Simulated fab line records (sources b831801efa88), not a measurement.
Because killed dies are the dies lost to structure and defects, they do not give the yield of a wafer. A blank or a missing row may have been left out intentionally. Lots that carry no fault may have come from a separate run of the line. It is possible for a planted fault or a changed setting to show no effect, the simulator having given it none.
Which tool is to blame? / flow gf180mcu / Sampling: 13 lots, 39 wafers, 5 of 602 route steps

## WHAT THE GAUGES SHOWED, per wafer
GF_M1_CD_MEAS_14: the cd target is 230 nm.
lot=L758; measured=day 17 23:15; on=cd-sem-01; cd-nm (nm)=230.4 230.7 230.0
lot=L759; measured=day 18 06:05; on=cd-sem-02; cd-nm (nm)=227.4 229.7 228.4
lot=L760; measured=day 18 12:50; on=cd-sem-01; cd-nm (nm)=230.5 230.1 229.5
lot=L773; measured=day 23 06:44; on=cd-sem-02; cd-nm (nm)=229.4 229.0 229.5
lot=L774; measured=day 23 14:13; on=cd-sem-02; cd-nm (nm)=230.5 229.4 229.3
lot=L775; measured=day 23 20:05; on=cd-sem-01; cd-nm (nm)=231.9 232.3 231.3
lot=L776; measured=day 24 04:28; on=cd-sem-02; cd-nm (nm)=230.9 229.6 230.8
lot=L777; measured=day 24 12:28; on=cd-sem-02; cd-nm (nm)=230.9 230.6 230.8
lot=L778; measured=day 24 23:44; on=cd-sem-02; cd-nm (nm)=230.6 232.0 231.3
lot=L779; measured=day 25 03:23; on=cd-sem-01; cd-nm (nm)=229.2 228.5 228.5
lot=L780; measured=day 25 11:31; on=cd-sem-01; cd-nm (nm)=229.9 229.1 228.9

GF_V1_THK_MEAS_03.
lot=L758; measured=day 18 00:17; on=film-metro-02; V1_CVD_02_THK (nm)=848 859 850
lot=L759; measured=day 18 07:06; on=film-metro-04; V1_CVD_02_THK (nm)=848 858 866
lot=L760; measured=day 18 13:51; on=film-metro-02; V1_CVD_02_THK (nm)=840 862 856
lot=L773; measured=day 23 07:45; on=film-metro-04; V1_CVD_02_THK (nm)=876 836 883
lot=L774; measured=day 23 15:14; on=film-metro-02; V1_CVD_02_THK (nm)=838 881 857
lot=L775; measured=day 23 21:08; on=film-metro-04; V1_CVD_02_THK (nm)=854 872 853
lot=L776; measured=day 24 05:29; on=film-metro-04; V1_CVD_02_THK (nm)=873 849 882
lot=L777; measured=day 24 13:31; on=film-metro-02; V1_CVD_02_THK (nm)=822 842 847
lot=L778; measured=day 25 00:45; on=film-metro-02; V1_CVD_02_THK (nm)=864 857 869
lot=L779; measured=day 25 04:24; on=film-metro-01; V1_CVD_02_THK (nm)=842 868 849
lot=L780; measured=day 25 12:33; on=film-metro-02; V1_CVD_02_THK (nm)=828 848 864

## WHAT TOOL EACH LOT RAN ON (gives the tool, then ch and the chambers of the sampled wafers, and finally the start)
lot=L758; GF_POLY_GATE_ETCH_13=rie-si-02 ch 1,2,3, day 9 18:11; GF_POLY_GATE_STRIP_14=plasma-asher-02 ch 0,1, day 9 18:16; GF_SALICIDE_SPUTTER_03=pvd-sputter-04, day 15 23:04
lot=L759; GF_POLY_GATE_ETCH_13=rie-si-02 ch 2,3, day 10 00:23; GF_POLY_GATE_STRIP_14=plasma-asher-01 ch 0,1, day 10 00:27; GF_SALICIDE_SPUTTER_03=pvd-sputter-03, day 16 05:28
lot=L760; GF_POLY_GATE_ETCH_13=rie-si-01 ch 2,3, day 10 07:14; GF_POLY_GATE_STRIP_14=plasma-asher-04 ch 1, day 10 07:17; GF_SALICIDE_SPUTTER_03=pvd-sputter-02, day 16 12:10
lot=L771; GF_POLY_GATE_ETCH_13=rie-si-01 ch 1,2,3, day 13 12:26; GF_POLY_GATE_STRIP_14=plasma-asher-01 ch 0,1, day 13 12:29; GF_SALICIDE_SPUTTER_03=-
lot=L772; GF_POLY_GATE_ETCH_13=rie-si-01 ch 0,2, day 13 18:02; GF_POLY_GATE_STRIP_14=plasma-asher-02 ch 0,1, day 13 18:05; GF_SALICIDE_SPUTTER_03=-
lot=L773; GF_POLY_GATE_ETCH_13=rie-si-02 ch 1,2,3, day 14 03:45; GF_POLY_GATE_STRIP_14=plasma-asher-04 ch 0,1, day 14 03:48; GF_SALICIDE_SPUTTER_03=pvd-sputter-02, day 21 04:33
lot=L774; GF_POLY_GATE_ETCH_13=rie-si-02 ch 1,2, day 14 09:17; GF_POLY_GATE_STRIP_14=plasma-asher-01 ch 0,1, day 14 09:20; GF_SALICIDE_SPUTTER_03=pvd-sputter-03, day 21 13:06
lot=L775; GF_POLY_GATE_ETCH_13=rie-si-02 ch 1,2, day 14 16:47; GF_POLY_GATE_STRIP_14=plasma-asher-04 ch 1, day 14 16:50; GF_SALICIDE_SPUTTER_03=pvd-sputter-04, day 21 19:34
lot=L776; GF_POLY_GATE_ETCH_13=rie-si-01 ch 0,1,2, day 15 01:14; GF_POLY_GATE_STRIP_14=plasma-asher-02 ch 0,1, day 15 01:17; GF_SALICIDE_SPUTTER_03=pvd-sputter-03, day 22 04:22
lot=L777; GF_POLY_GATE_ETCH_13=rie-si-01 ch 0,1,3, day 15 06:38; GF_POLY_GATE_STRIP_14=plasma-asher-02 ch 0,1, day 15 06:41; GF_SALICIDE_SPUTTER_03=pvd-sputter-04, day 22 12:01
lot=L778; GF_POLY_GATE_ETCH_13=rie-si-02 ch 1,2,3, day 15 17:06; GF_POLY_GATE_STRIP_14=plasma-asher-04 ch 0,1, day 15 17:10; GF_SALICIDE_SPUTTER_03=pvd-sputter-03, day 23 00:04
lot=L779; GF_POLY_GATE_ETCH_13=rie-si-02 ch 2,3, day 15 22:08; GF_POLY_GATE_STRIP_14=plasma-asher-02 ch 0,1, day 15 22:11; GF_SALICIDE_SPUTTER_03=pvd-sputter-04, day 23 03:39
lot=L780; GF_POLY_GATE_ETCH_13=rie-si-01 ch 0,1,3, day 16 06:55; GF_POLY_GATE_STRIP_14=plasma-asher-02 ch 0,1, day 16 06:59; GF_SALICIDE_SPUTTER_03=pvd-sputter-03, day 23 13:05
- GF_POLY_GATE_ETCH_13: etches poly-Si in HBr/Cl2, stops on SiO2, target depth 198.5 nm, time 69.6 s.
- GF_POLY_GATE_STRIP_14: strips in O2/N2.
- GF_SALICIDE_SPUTTER_03: material TiN, target thk 20 nm, time 16.7 s.

## AS READ BY THE TOOLS THEMSELVES (means over the sampled wafers that have a number; for cases with no such wafer, the mark the record gives instead)
GF_POLY_GATE_ETCH_13.
lot=L758; tool=rie-si-02; HBr_flow_sccm (sccm)=150.3; bias-w (W)=100.11; drypump-motor-current-A (A)=5.6; mfc-cl2-sccm (sccm)=49.96; oes-product-au (a.u.)=0.976; throttle-valve-pct (%)=33.682
lot=L759; tool=rie-si-02; HBr_flow_sccm (sccm)=149.7; bias-w (W)=100.12; drypump-motor-current-A (A)=5.7; mfc-cl2-sccm (sccm)=50.15; oes-product-au (a.u.)=0.999; throttle-valve-pct (%)=33.685
lot=L760; tool=rie-si-01; HBr_flow_sccm (sccm)=149.6; bias-w (W)=100.17; drypump-motor-current-A (A)=5.6; mfc-cl2-sccm (sccm)=50.07; oes-product-au (a.u.)=0.970; throttle-valve-pct (%)=33.693
lot=L771; tool=rie-si-01; HBr_flow_sccm (sccm)=-; bias-w (W)=-; drypump-motor-current-A (A)=-; mfc-cl2-sccm (sccm)=-; oes-product-au (a.u.)=-; throttle-valve-pct (%)=-
lot=L772; tool=rie-si-01; HBr_flow_sccm (sccm)=-; bias-w (W)=-; drypump-motor-current-A (A)=-; mfc-cl2-sccm (sccm)=-; oes-product-au (a.u.)=-; throttle-valve-pct (%)=-
lot=L773; tool=rie-si-02; HBr_flow_sccm (sccm)=149.6; bias-w (W)=99.84; drypump-motor-current-A (A)=5.7; mfc-cl2-sccm (sccm)=50.07; oes-product-au (a.u.)=0.982; throttle-valve-pct (%)=33.686
lot=L774; tool=rie-si-02; HBr_flow_sccm (sccm)=149.8; bias-w (W)=100.06; drypump-motor-current-A (A)=5.3; mfc-cl2-sccm (sccm)=49.80; oes-product-au (a.u.)=0.983; throttle-valve-pct (%)=33.687
lot=L775; tool=rie-si-02; HBr_flow_sccm (sccm)=149.7; bias-w (W)=100.02; drypump-motor-current-A (A)=5.3; mfc-cl2-sccm (sccm)=50.03; oes-product-au (a.u.)=0.979; throttle-valve-pct (%)=33.681
lot=L776; tool=rie-si-01; HBr_flow_sccm (sccm)=150.4; bias-w (W)=99.76; drypump-motor-current-A (A)=5.8; mfc-cl2-sccm (sccm)=49.95; oes-product-au (a.u.)=0.993; throttle-valve-pct (%)=33.685
lot=L777; tool=rie-si-01; HBr_flow_sccm (sccm)=149.8; bias-w (W)=99.75; drypump-motor-current-A (A)=5.5; mfc-cl2-sccm (sccm)=50.06; oes-product-au (a.u.)=1.001; throttle-valve-pct (%)=33.685
lot=L778; tool=rie-si-02; HBr_flow_sccm (sccm)=150.0; bias-w (W)=100.10; drypump-motor-current-A (A)=5.7; mfc-cl2-sccm (sccm)=49.92; oes-product-au (a.u.)=0.991; throttle-valve-pct (%)=33.677
lot=L779; tool=rie-si-02; HBr_flow_sccm (sccm)=149.9; bias-w (W)=100.16; drypump-motor-current-A (A)=5.7; mfc-cl2-sccm (sccm)=49.97; oes-product-au (a.u.)=0.994; throttle-valve-pct (%)=33.691
lot=L780; tool=rie-si-01; HBr_flow_sccm (sccm)=150.1; bias-w (W)=100.26; drypump-motor-current-A (A)=5.5; mfc-cl2-sccm (sccm)=50.01; oes-product-au (a.u.)=1.004; throttle-valve-pct (%)=33.691

GF_POLY_GATE_STRIP_14.
lot=L758; tool=plasma-asher-02; drypump-motor-current-A (A)=6.5; heater-power-w (W)=306; oes-product-au (a.u.)=0.504
lot=L759; tool=plasma-asher-01; drypump-motor-current-A (A)=5.6; heater-power-w (W)=311; oes-product-au (a.u.)=0.503
lot=L760; tool=plasma-asher-04; drypump-motor-current-A (A)=5.6; heater-power-w (W)=288; oes-product-au (a.u.)=0.503
lot=L771; tool=plasma-asher-01; drypump-motor-current-A (A)=5.6; heater-power-w (W)=305; oes-product-au (a.u.)=0.542
lot=L772; tool=plasma-asher-02; drypump-motor-current-A (A)=6.4; heater-power-w (W)=326; oes-product-au (a.u.)=0.547
lot=L773; tool=plasma-asher-04; drypump-motor-current-A (A)=5.6; heater-power-w (W)=297; oes-product-au (a.u.)=0.508
lot=L774; tool=plasma-asher-01; drypump-motor-current-A (A)=5.6; heater-power-w (W)=335; oes-product-au (a.u.)=0.507
lot=L775; tool=plasma-asher-04; drypump-motor-current-A (A)=5.5; heater-power-w (W)=279; oes-product-au (a.u.)=0.507
lot=L776; tool=plasma-asher-02; drypump-motor-current-A (A)=6.4; heater-power-w (W)=329; oes-product-au (a.u.)=0.502
lot=L777; tool=plasma-asher-02; drypump-motor-current-A (A)=6.4; heater-power-w (W)=326; oes-product-au (a.u.)=0.501
lot=L778; tool=plasma-asher-04; drypump-motor-current-A (A)=5.5; heater-power-w (W)=297; oes-product-au (a.u.)=0.504
lot=L779; tool=plasma-asher-02; drypump-motor-current-A (A)=6.5; heater-power-w (W)=310; oes-product-au (a.u.)=0.503
lot=L780; tool=plasma-asher-02; drypump-motor-current-A (A)=6.4; heater-power-w (W)=336; oes-product-au (a.u.)=0.502

GF_SALICIDE_SPUTTER_03.
lot=L758; tool=pvd-sputter-04; throttle-valve-pct (%)=29.4
lot=L759; tool=pvd-sputter-03; throttle-valve-pct (%)=30.4
lot=L760; tool=pvd-sputter-02; throttle-valve-pct (%)=29.1
lot=L773; tool=pvd-sputter-02; throttle-valve-pct (%)=30.3
lot=L774; tool=pvd-sputter-03; throttle-valve-pct (%)=30.6
lot=L775; tool=pvd-sputter-04; throttle-valve-pct (%)=29.6
lot=L776; tool=pvd-sputter-03; throttle-valve-pct (%)=30.1
lot=L777; tool=pvd-sputter-04; throttle-valve-pct (%)=29.4
lot=L778; tool=pvd-sputter-03; throttle-valve-pct (%)=30.3
lot=L779; tool=pvd-sputter-04; throttle-valve-pct (%)=29.8
lot=L780; tool=pvd-sputter-03; throttle-valve-pct (%)=30.6

## THE ANSWER, worked out from the rows above alone
Rule: what is usual is taken from the lots themselves. Put in order of their means at a reading, lots are off if they are a third of the lots or fewer, leave a main group of 4 or more, and stand apart from it by a gap of 3 or more times the standard deviation of the main group's means; of several such gaps the widest counts. Not used: any main group whose means are identical at the precision the tables above print for the reading. A lot without any number at a reading at which 4 lots or more have one is off too. Any other lot the step has rows for is counted as sound. After the gauges, taken in route order, come the tools' own readings; for these a lot's mean is taken, as printed above. The first step at which some lot is off is used, and at that step the reading that is off furthest; a lot without a number counts as furthest.
Off: L771, L772, at GF_POLY_GATE_ETCH_13 (HBr_flow_sccm). Without a number there: L771, L772. Main group: mean 149.9 sccm, sd 0.26.
A tool fits if, at that step or a process step before it, it ran every lot that is off, and no sound lot after the first of them. None of those tried fits.

## WHAT THE SIMULATOR HAD PUT IN
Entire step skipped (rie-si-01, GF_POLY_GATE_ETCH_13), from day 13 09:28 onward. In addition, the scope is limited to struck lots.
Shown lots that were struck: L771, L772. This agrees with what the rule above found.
